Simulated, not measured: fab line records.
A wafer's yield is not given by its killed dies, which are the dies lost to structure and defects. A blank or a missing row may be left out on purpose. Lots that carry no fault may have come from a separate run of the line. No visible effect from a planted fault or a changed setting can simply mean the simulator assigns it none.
fab line records	flow sky130
record lots=7	wafers=21	last-day=49
route steps=708 shown PWDE@54 NWELL@56
lots that met no fault: from a run of the same line without faults
start-h: start of the lot's first displayed wafer, in hours after the record's first day	wait-h: how many hours have passed since the lot's step before this one	" unchanged from the row above	L1.1+2: a row that stands for several wafers	- value missing, or start not given	* or withheld: withheld	< > ~ a bound
route shown NAME@n: a module of which the file shows steps, and the number in the route of the first	usual: the fault-free wafers' mean and standard deviation	same: alike in all rows	chamber/n: place in a boat	sites: the reading at each site	_std_site: standard deviation across them	_edge_site: inner sites' mean taken away from outer sites' mean	radius-mm: for every site, how far away it sits from the centre of the wafer	mask NAME#n: copy n	behind: tool/chamber where the wafer was last shaped	hold: reason for holding the lot/hours on hold/outcome of the hold	device: the transistor (n, p or np) that didn't switch	end of line: tests of these same wafers at the route's end	step lacking rows: just its recipe	killed: at the first sort, the dies lost to defects and structure; wafer yield is something else	map: a wafer's dies, marking killed ones x, the rest . and places with no die _
set.NAME: setting as actually run; set.NAME@STEP: the setting as run at that earlier step	model.NAME: the simulator's own value behind a step, which no gauge read
a table for each step, a row for each wafer; lots at some steps of the route
services: the hour from which a tool's chamber was out of use, counted from the record's first day as start-h (under 0 if before that day), plus the number of hours and why
## steps
# step SKY_PWDE_STRIP_09
# recipe chemistry=O2/N2	power-w=1400	pressure-mtorr=1500	platen-temp-c=withheld	o2-flow-sccm=3000	n2-flow-sccm=300	overash-fraction=0.5
# usual drypump-motor-current-A=5.6/0.7	oes-product-au=0.722/0.0048	strip-time-to-endpoint-s=36.92/0.097
lot.wafer	tool	chamber	start-h	wait-h	drypump-motor-current-A	oes-product-au	rf-hours-counter-h	strip-time-to-endpoint-s
L821.2	plasma-asher-01	0	72.12	0.1	5.2	0.725	40	36.86
L821.5	"	1	"	"	6.2	0.736	-	36.94
L821.6	"	0	"	"	5.2	0.730	-	36.91
L825.3	plasma-asher-02	1	102.20	0.1	5.9	0.720	-	36.87
L825.5	"	0	"	"	5.1	0.729	-	36.98
L825.6	"	1	"	"	5.9	0.721	-	36.87
L826.2	plasma-asher-04	1	106.77	0.1	4.7	0.726	41	36.79
L826.3	"	1	"	"	4.7	0.718	-	36.77
L826.6	"	0	"	"	6.7	0.723	-	36.79
L827.2	plasma-asher-04	0	115.37	0.1	6.7	0.720	42	36.81
L827.3	"	0	"	"	6.7	0.725	-	36.92
L827.6	"	0	"	"	6.7	0.722	-	36.93
L838.2	plasma-asher-02	0	169.72	0.1	5.1	0.723	35	36.78
L838.4	"	0	"	"	5.2	0.714	-	36.76
L838.6	"	1	"	"	5.9	0.723	-	36.83
L841.1	plasma-asher-01	1	185.92	0.1	6.2	0.729	7	36.86
L841.4	"	1	"	"	6.2	0.721	-	36.88
L841.5	"	0	"	"	5.2	0.718	-	36.85
L842.1	plasma-asher-01	0	190.52	0.1	5.3	0.725	7	37.13
L842.3	"	0	"	"	5.2	0.718	-	37.15
L842.6	"	0	"	"	5.2	0.722	-	37.08
# step SKY_PWDE_TW_MEAS_10
# usual PWDE_TW=374/5.2
lot.wafer	tool	chamber	start-h	wait-h	PWDE_TW
L821.2	film-metro-04	-	72.23	0.1	368
L821.5	"	-	"	"	367
L821.6	"	-	"	"	368
L825.3	film-metro-03	-	102.29	0.1	381
L825.5	"	-	"	"	381
L825.6	"	-	"	"	383
L826.2	film-metro-02	-	106.88	0.1	373
L826.3	"	-	"	"	371
L826.6	"	-	"	"	370
L827.2	film-metro-02	-	115.48	0.1	373
L827.3	"	-	"	"	373
L827.6	"	-	"	"	371
L838.2	film-metro-04	-	169.83	0.1	367
L838.4	"	-	"	"	367
L838.6	"	-	"	"	368
L841.1	film-metro-03	-	186.02	0.1	380
L841.4	"	-	"	"	381
L841.5	"	-	"	"	382
L842.1	film-metro-02	-	190.62	0.1	371
L842.3	"	-	"	"	372
L842.6	"	-	"	"	372
# step SKY_NWELL_DEHYDRATE_03
# recipe temp-c=200	time-s=60
# step SKY_NWELL_HMDS_04
# recipe prime-time-s=60	prime-temp-c=120
# step SKY_NWELL_COAT_05
# recipe spin-rpm=2000	resist-thk-nm=3000
# step SKY_NWELL_SOFTBAKE_06
# recipe temp-c=110	time-s=withheld
# step SKY_NWELL_EXPOSE_07
# recipe mask-id=NWM	na=0.6	source-shape=conventional	sigma-outer=0.6	polarization=unpolarized	target-cd-nm=840	dose-mj=255
# step SKY_NWELL_PEB_08
# recipe temp-c=115	time-s=withheld
# step SKY_NWELL_DEVELOP_09
# recipe wall-angle-deg=90	developer=TMAH	develop-time-s=60	dev-temp-c=24.01
# step SKY_NWELL_OVL_MEAS_10
# usual NWELL_00_OVL=0.0/1.3
lot.wafer	tool	chamber	start-h	wait-h	NWELL_00_OVL[nm]
L821.2	overlay-02	-	88.14	-	2.0
L821.5	"	-	"	"	2.6
L821.6	"	-	"	"	2.3
L825.3	overlay-02	-	119.75	-	-0.4
L825.5	"	-	"	"	-1.2
L825.6	"	-	"	"	-0.8
L826.2	overlay-01	-	124.44	-	2.9
L826.3	"	-	"	"	2.4
L826.6	"	-	"	"	1.0
L827.2	overlay-01	-	133.59	-	0.4
L827.3	"	-	"	"	0.7
L827.6	"	-	"	"	0.7
L838.2	overlay-01	-	190.04	-	2.3
L838.4	"	-	"	"	0.9
L838.6	"	-	"	"	-0.5
L841.1	overlay-02	-	208.13	-	-0.6
L841.4	"	-	"	"	-0.6
L841.5	"	-	"	"	-2.3
L842.1	overlay-02	-	212.03	-	-1.1
L842.3	"	-	"	"	0.4
L842.6	"	-	"	"	-1.4
# step SKY_NWELL_IMPLANT_11
# recipe species=P	energy-kev=400	dose-cm2=1.9e+13	tilt-deg=withheld
# step SKY_NWELL_IMPLANT_12
# recipe species=P	energy-kev=120	dose-cm2=1.3e+12	tilt-deg=withheld
# step SKY_NWELL_IMPLANT_13
# recipe species=P	energy-kev=50	dose-cm2=7e+11	tilt-deg=withheld
# usual beam-energy-keV=50.001/0.015	beam-on-s=9.95/0.22	end-station-pressure-torr=4.99e-06/2.5e-07
lot.wafer	tool	chamber	start-h	wait-h	beam-energy-keV	beam-on-s	end-station-pressure-torr
L821.2	implanter-03	0	88.50	0.1	49.972	10.15	4.83e-06
L821.5	"	0	"	"	49.991	9.66	5.27e-06
L821.6	"	0	"	"	49.999	10.22	4.51e-06
L825.3	implanter-01	-	120.12	0.1	-	-	-
L825.5	"	-	"	"	-	-	-
L825.6	"	-	"	"	-	-	-
L826.2	implanter-01	-	124.80	0.1	-	-	-
L826.3	"	-	"	"	-	-	-
L826.6	"	-	"	"	-	-	-
L827.2	implanter-02	-	133.95	0.1	-	-	-
L827.3	"	-	"	"	-	-	-
L827.6	"	-	"	"	-	-	-
L838.2	implanter-03	0	190.39	0.1	49.995	9.92	5.18e-06
L838.4	"	0	"	"	50.022	9.98	4.83e-06
L838.6	"	0	"	"	50.024	10.20	4.58e-06
L841.1	implanter-01	0	208.47	0.1	50.014	10.11	5.25e-06
L841.4	"	0	"	"	49.961	10.10	4.81e-06
L841.5	"	0	"	"	50.011	9.96	4.64e-06
L842.1	implanter-03	0	212.37	0.1	49.985	9.47	4.6e-06
L842.3	"	0	"	"	50.018	10.15	5.13e-06
L842.6	"	0	"	"	50.006	9.98	4.46e-06
# step SKY_NWELL_STRIP_14
# recipe chemistry=O2/N2	power-w=1400	pressure-mtorr=1500	platen-temp-c=withheld	o2-flow-sccm=3000	n2-flow-sccm=300	overash-fraction=0.5
# usual drypump-motor-current-A=5.6/0.41	oes-product-au=0.723/0.0046	strip-time-to-endpoint-s=36.94/0.1
lot.wafer	tool	chamber	start-h	wait-h	drypump-motor-current-A	oes-product-au	rf-hours-counter-h	strip-time-to-endpoint-s
L821.2	plasma-asher-02	1	88.62	0.1	5.9	0.718	27	36.82
L821.5	"	0	"	"	5.1	0.724	-	36.87
L821.6	"	1	"	"	5.9	0.719	-	36.76
L825.3	plasma-asher-01	0	120.25	0.1	5.2	0.731	-	36.75
L825.5	"	1	"	"	6.2	0.726	-	36.73
L825.6	"	0	"	"	5.2	0.727	-	36.83
L826.2	plasma-asher-02	0	124.92	0.1	5.1	0.730	31	36.91
L826.3	"	1	"	"	5.9	0.715	-	36.90
L826.6	"	0	"	"	5.1	0.718	-	37.04
L827.2	plasma-asher-03	0	134.07	0.1	5.8	0.718	46	36.87
L827.3	"	0	"	"	5.8	0.725	-	37.02
L827.6	"	0	"	"	5.8	0.725	-	36.98
L838.2	plasma-asher-02	0	190.52	0.1	5.1	0.724	37	36.97
L838.4	"	0	"	"	5.1	0.710	-	36.97
L838.6	"	0	"	"	5.1	0.720	-	36.95
L841.1	plasma-asher-01	0	208.62	0.1	5.2	0.728	9	37.08
L841.4	"	0	"	"	5.2	0.713	-	37.06
L841.5	"	0	"	"	5.2	0.722	-	37.08
L842.1	plasma-asher-03	1	212.52	0.1	5.5	0.718	54	36.93
L842.3	"	0	"	"	5.8	0.726	-	36.93
L842.6	"	0	"	"	5.8	0.714	-	36.74
# step SKY_NWELL_TW_MEAS_15
# usual NWELL_TW=1819/26
lot.wafer	tool	chamber	start-h	wait-h	NWELL_TW
L821.2	film-metro-03	-	88.73	0.1	1850
L821.5	"	-	"	"	1859
L821.6	"	-	"	"	1846
L825.3	film-metro-03	-	120.34	0.1	1851
L825.5	"	-	"	"	1842
L825.6	"	-	"	"	1829
L826.2	film-metro-04	-	125.03	0.1	1806
L826.3	"	-	"	"	1799
L826.6	"	-	"	"	1800
L827.2	film-metro-04	-	134.18	0.1	1791
L827.3	"	-	"	"	1795
L827.6	"	-	"	"	1801
L838.2	film-metro-04	-	190.63	0.1	1787
L838.4	"	-	"	"	1794
L838.6	"	-	"	"	1794
L841.1	film-metro-03	-	208.72	0.1	1837
L841.4	"	-	"	"	1854
L841.5	"	-	"	"	1851
L842.1	film-metro-03	-	212.62	0.1	1855
L842.3	"	-	"	"	1853
L842.6	"	-	"	"	1854
# step SKY_NWELL_DEHYDRATE_16
# recipe temp-c=200	time-s=60
# step SKY_NWELL_HMDS_17
# recipe prime-time-s=60	prime-temp-c=120
# step SKY_NWELL_COAT_18
# recipe spin-rpm=2000	resist-thk-nm=3000
# step SKY_NWELL_SOFTBAKE_19
# recipe temp-c=110	time-s=withheld
# step SKY_NWELL_EXPOSE_20
# recipe mask-id=NWM_COMPLEMENT	na=0.6	source-shape=conventional	sigma-outer=0.6	polarization=unpolarized	target-cd-nm=840	dose-mj=260
# step SKY_NWELL_PEB_21
# recipe temp-c=115	time-s=withheld
# step SKY_NWELL_DEVELOP_22
# recipe wall-angle-deg=90	developer=TMAH	develop-time-s=60	dev-temp-c=23
# step SKY_NWELL_OVL_MEAS_23
# usual NWELL_01_OVL=0.7/1.3
lot.wafer	tool	chamber	start-h	wait-h	NWELL_01_OVL[nm]
L821.2	overlay-02	-	106.24	-	2.5
L821.5	"	-	"	"	-0.5
L821.6	"	-	"	"	0.5
L825.3	overlay-02	-	138.60	-	2.6
L825.5	"	-	"	"	1.3
L825.6	"	-	"	"	1.6
L826.2	overlay-01	-	143.09	-	2.0
L826.3	"	-	"	"	0.4
L826.6	"	-	"	"	0.1
L827.2	overlay-02	-	152.74	-	-0.1
L827.3	"	-	"	"	0.6
L827.6	"	-	"	"	0.5
L838.2	overlay-02	-	211.89	-	-0.6
L838.4	"	-	"	"	1.4
L838.6	"	-	"	"	0.6
L841.1	overlay-01	-	230.38	-	1.0
L841.4	"	-	"	"	1.7
L841.5	"	-	"	"	1.7
L842.1	overlay-01	-	234.23	-	-0.4
L842.3	"	-	"	"	0.9
L842.6	"	-	"	"	0.1
# step SKY_NWELL_IMPLANT_24
# recipe species=B	energy-kev=140	dose-cm2=9.2e+12	tilt-deg=withheld
# step SKY_NWELL_STRIP_25
# recipe chemistry=O2/N2	power-w=1400	pressure-mtorr=1500	platen-temp-c=withheld	o2-flow-sccm=3000	n2-flow-sccm=300	overash-fraction=0.5
# usual drypump-motor-current-A=5.6/0.39	oes-product-au=0.722/0.0045	strip-time-to-endpoint-s=36.96/0.096
lot.wafer	tool	chamber	start-h	wait-h	drypump-motor-current-A	oes-product-au	rf-hours-counter-h	strip-time-to-endpoint-s
L821.2	plasma-asher-01	0	106.42	0.1	5.2	0.717	43	36.84
L821.5	"	0	"	"	5.2	0.723	-	36.93
L821.6	"	1	"	"	6.2	0.720	-	36.89
L825.3	plasma-asher-02	0	138.81	0.1	5.1	0.726	-	36.81
L825.5	"	0	"	"	5.1	0.720	-	36.80
L825.6	"	1	"	"	5.9	0.718	-	36.81
L826.2	plasma-asher-03	0	143.27	0.1	5.8	0.721	47	36.91
L826.3	"	1	"	"	5.4	0.724	-	36.96
L826.6	"	0	"	"	5.8	0.727	-	36.89
L827.2	plasma-asher-01	1	152.92	0.1	6.2	0.727	3	36.97
L827.3	"	0	"	"	5.3	0.717	-	36.85
L827.6	"	1	"	"	6.2	0.723	-	36.76
L838.2	plasma-asher-02	1	212.07	0.1	5.9	0.713	40	37.02
L838.4	"	1	"	"	5.9	0.722	-	36.93
L838.6	"	0	"	"	5.1	0.717	-	36.99
L841.1	plasma-asher-02	0	230.57	0.1	5.1	0.725	42	36.88
L841.4	"	0	"	"	5.1	0.719	-	36.95
L841.5	"	1	"	"	5.9	0.727	-	36.97
L842.1	plasma-asher-01	1	234.42	0.1	6.2	0.728	12	37.04
L842.3	"	0	"	"	5.2	0.723	-	37.00
L842.6	"	0	"	"	5.2	0.718	-	37.01
# step SKY_NWELL_TW_MEAS_26
# usual NWELL_2_TW=499/7
lot.wafer	tool	chamber	start-h	wait-h	NWELL_2_TW
L821.2	film-metro-04	-	106.53	0.1	488
L821.5	"	-	"	"	493
L821.6	"	-	"	"	491
L825.3	film-metro-04	-	138.89	0.1	491
L825.5	"	-	"	"	496
L825.6	"	-	"	"	492
L826.2	film-metro-03	-	143.38	0.1	504
L826.3	"	-	"	"	505
L826.6	"	-	"	"	503
L827.2	film-metro-02	-	153.03	0.1	495
L827.3	"	-	"	"	496
L827.6	"	-	"	"	492
L838.2	film-metro-03	-	212.18	0.1	507
L838.4	"	-	"	"	506
L838.6	"	-	"	"	505
L841.1	film-metro-03	-	230.67	0.1	504
L841.4	"	-	"	"	504
L841.5	"	-	"	"	508
L842.1	film-metro-03	-	234.52	0.1	505
L842.3	"	-	"	"	507
L842.6	"	-	"	"	506
# step SKY_NWELL_CLEAN_27
# recipe chemistry=SC1/SC2	mix=1:4:20	temp-c=70	time-s=150	dry=n2-spin
# step SKY_NWELL_RTA_28
# recipe temp-c=1050	time-s=30	idle-temp-c=650	ramp-up-c-per-s=150	ramp-down-c-per-s=90	ambient=N2
# usual lamp-power-pct=25.31/0.058	wafer_temp_C_max=1054.8/0.94
lot.wafer	tool	chamber	start-h	wait-h	lamp-power-pct	wafer_temp_C_max
L821.2	rtp-anneal-02	0	106.66	0.0	25.26	1054.1
L821.5	"	0	"	"	25.45	1055.2
L821.6	"	0	"	"	25.36	1054.2
L825.3	rtp-anneal-02	0	139.02	0.0	25.27	1055.0
L825.5	"	0	"	"	25.23	1054.8
L825.6	"	0	"	"	25.30	1053.7
L826.2	rtp-anneal-02	0	143.50	0.0	25.30	1054.3
L826.3	"	0	"	"	25.31	1054.4
L826.6	"	0	"	"	25.35	1054.9
L827.2	rtp-anneal-02	0	153.15	0.0	25.40	1055.6
L827.3	"	0	"	"	25.44	1054.3
L827.6	"	0	"	"	25.30	1055.1
L838.2	rtp-anneal-01	0	212.30	0.0	25.33	1054.6
L838.4	"	0	"	"	25.26	1055.6
L838.6	"	0	"	"	25.30	1055.0
L841.1	rtp-anneal-02	0	230.78	0.0	25.24	1055.0
L841.4	"	0	"	"	25.35	1055.7
L841.5	"	0	"	"	25.41	1056.3
L842.1	rtp-anneal-01	0	234.63	0.0	25.37	1054.8
L842.3	"	0	"	"	25.37	1055.5
L842.6	"	0	"	"	25.30	1053.9
# step SKY_NWELL_RS_MEAS_29
# recipe thk-meas-gauge=four-point-probe
# usual NWELL_RS=624.8/1.9
lot.wafer	tool	chamber	start-h	wait-h	NWELL_RS[ohm/sq]
L821.2	film-metro-03	-	106.76	0.1	625.4
L821.5	"	-	"	"	625.1
L821.6	"	-	"	"	623.9
L825.3	film-metro-02	-	139.12	0.1	652.5
L825.5	"	-	"	"	653.4
L825.6	"	-	"	"	653.5
L826.2	film-metro-04	-	143.60	0.1	645.6
L826.3	"	-	"	"	649.4
L826.6	"	-	"	"	646.4
L827.2	film-metro-03	-	153.25	0.1	654.2
L827.3	"	-	"	"	651.5
L827.6	"	-	"	"	652.6
L838.2	film-metro-04	-	212.40	0.1	626.0
L838.4	"	-	"	"	625.6
L838.6	"	-	"	"	624.9
L841.1	film-metro-03	-	230.88	0.1	624.6
L841.4	"	-	"	"	623.1
L841.5	"	-	"	"	624.4
L842.1	film-metro-02	-	234.73	0.1	626.6
L842.3	"	-	"	"	625.7
L842.6	"	-	"	"	624.2
## services
tool	chamber	start-h	hours	kind
implanter-01	-	48.55	31.7	pm
plasma-asher-03	-	49.17	14.6	pm
implanter-01	-	80.26	5.9	pm
implanter-02	-	82.76	2.2	repair
implanter-02	-	92.35	0.8	repair
plasma-asher-01	-	108.75	9.0	pm
plasma-asher-01	0	108.75	9.0	vent-cycle
plasma-asher-01	1	108.75	9.0	vent-cycle
implanter-01	-	110.96	0.5	repair
plasma-asher-01	0	117.75	-	clean
plasma-asher-01	1	117.75	-	clean
implanter-01	-	145.92	0.5	repair
plasma-asher-02	-	155.22	0.9	repair
plasma-asher-04	-	162.00	14.6	pm
implanter-03	-	173.05	1.2	repair
implanter-03	-	179.59	3.1	repair
plasma-asher-03	-	202.00	6.6	repair
implanter-03	-	207.11	2.7	repair
implanter-02	-	213.04	2.7	repair
## key
first-sign step=SKY_NWELL_IMPLANT_13	reading=tool-record	direction=missing
effect step=SKY_NWELL_RS_MEAS_29	reading=NWELL_RS	direction=up	sigmas=14	usual=624.8	struck=651.0
met-at SKY_NWELL_IMPLANT_13
struck-wafers L825.3,L825.5,L825.6,L826.2,L826.3,L826.6,L827.2,L827.3,L827.6
later-rows-left-out L825.3,L825.5,L825.6,L826.2,L826.3,L826.6,L827.2,L827.3,L827.6
sort-left-out L825.3,L825.5,L825.6,L826.2,L826.3,L826.6,L827.2,L827.3,L827.6
tester-left-out L825,L826,L827
fault kind=skipped-step-whole	tool=implanter-01,implanter-02	chamber=-	onset-h=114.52	steps=SKY_NWELL_IMPLANT_13	scope=struck-lots-only
# tester-left-out: of these lots the tester's yield and bins aren't shown, on N5 and GAA mostly nor the transistor test; their killed dies are dies lost to structure and defects alone, not to doping, threshold or leakage, so they don't give the yield
# sort-left-out: the simulated sort isn't trusted on such a fault, so these wafers' sort isn't shown, and their yield isn't known
# later-rows-left-out: the simulator's readings of these wafers behind a module that went badly wrong aren't trusted and aren't shown, but for the sort
